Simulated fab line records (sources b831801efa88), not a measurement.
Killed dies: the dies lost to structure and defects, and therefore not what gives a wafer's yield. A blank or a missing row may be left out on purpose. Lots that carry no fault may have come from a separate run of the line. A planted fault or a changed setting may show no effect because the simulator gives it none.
2 desks, one fault    flow sky130    each desk has only its own numbers; what lay behind them comes last

FROM THE METROLOGY DESK
Means of the sampled wafers that have a number, per lot and without regard to the tool the lot ran on: this is what the gauges read. The brackets show how far a lot's mean lies from the usual mean; more than 4 standard deviations puts the lot out of limits, marked OUT.
Columns: A = VT_ADJUST_PCH_TW at SKY_VT_ADJUST_PCH_TW_MEAS_10, usual 143.1; B = SD_N_TW at SKY_SD_N_TW_MEAS_12, usual 4011
lot   first seen here  A      B
L734  day 10 13:52     143.1  4001
L735  day 11 01:28     142.4  3905
L736  day 11 11:33     143.2  4037
L737  day 11 13:01     142.9  3927
L738  day 11 20:21     143.1  4053
L742  day 12 23:43     143.5  3898
L744  day 13 17:46     143.5  4064
L745  day 13 21:19     143.4  4076
L746  day 14 03:16     143.4  3948
L748  day 14 19:13     144.1  4004
L753  day 16 06:50     142.9  4084
L754  day 16 18:15     142.7  4089
L755  day 17 04:58     144.2  4077
L756  day 17 09:31     142.2  4061
L757  day 17 13:01     142.5  4059
Result from this desk: across the 15 lots, nothing is out of limits.

FOR THE TOOL OWNER'S DESK: rie-si-01
The tool's own readings at SKY_POLY_GATE_ETCH_17 (etches poly-Si in HBr/Cl2, stops on SiO2, target depth 180 nm, time 70.5 s): means of the sampled wafers that have a number, for each lot that ran on this tool. The brackets show how far a lot's mean lies from the usual mean; more than 4 standard deviations puts the lot out of limits, marked OUT.
Columns: A = chamber-pressure-mTorr at SKY_POLY_GATE_ETCH_17, usual 10.001 mTorr; B = drypump-motor-current-A at SKY_POLY_GATE_ETCH_17, usual 5.9 A; C = oes-product-au at SKY_POLY_GATE_ETCH_17, usual 0.991 a.u.; D = throttle-valve-pct at SKY_POLY_GATE_ETCH_17, usual 33.685 %
lot   first seen here  A       B    C                D
L734  day 16 20:06     10.000  5.9  0.988            33.688
L737  day 17 18:14     9.998   6.0  0.990            33.681
L742  day 19 13:00     9.994   6.2  0.871 (-16) OUT  33.674
L744  day 20 09:09     9.998   5.8  0.866 (-17) OUT  33.684
L745  day 20 14:50     10.000  6.4  0.875 (-15) OUT  33.689
L753  day 23 05:38     9.998   6.3  0.979            33.686
L755  day 24 06:08     9.997   6.0  0.995            33.682
L757  day 24 11:29     9.998   6.3  0.992            33.693
Finding of this desk: L742, L744, L745 out of limits; the first was L742 at day 19 13:00, on oes-product-au at SKY_POLY_GATE_ETCH_17. L734, L737, L753, L755, L757: within limits.

ALL TOGETHER
The tool owner's desk could have raised an alarm at day 19 13:00, on L742, L744, L745.
Metrology desk: nothing out of limits seen.
The metrology desk has L742, L744, L745 on record, within its limits.
All the named lots went through SKY_POLY_GATE_ETCH_17 on rie-si-01.

WHAT THE SIMULATOR HAD PUT IN
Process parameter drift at SKY_POLY_GATE_ETCH_17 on rie-si-01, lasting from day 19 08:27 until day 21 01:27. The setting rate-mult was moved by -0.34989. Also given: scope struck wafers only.
Shown lots that were struck: L742, L744, L745.
Delay in hours, fault start to first out-of-limits reading, by desk: the tool owner's desk at 5.
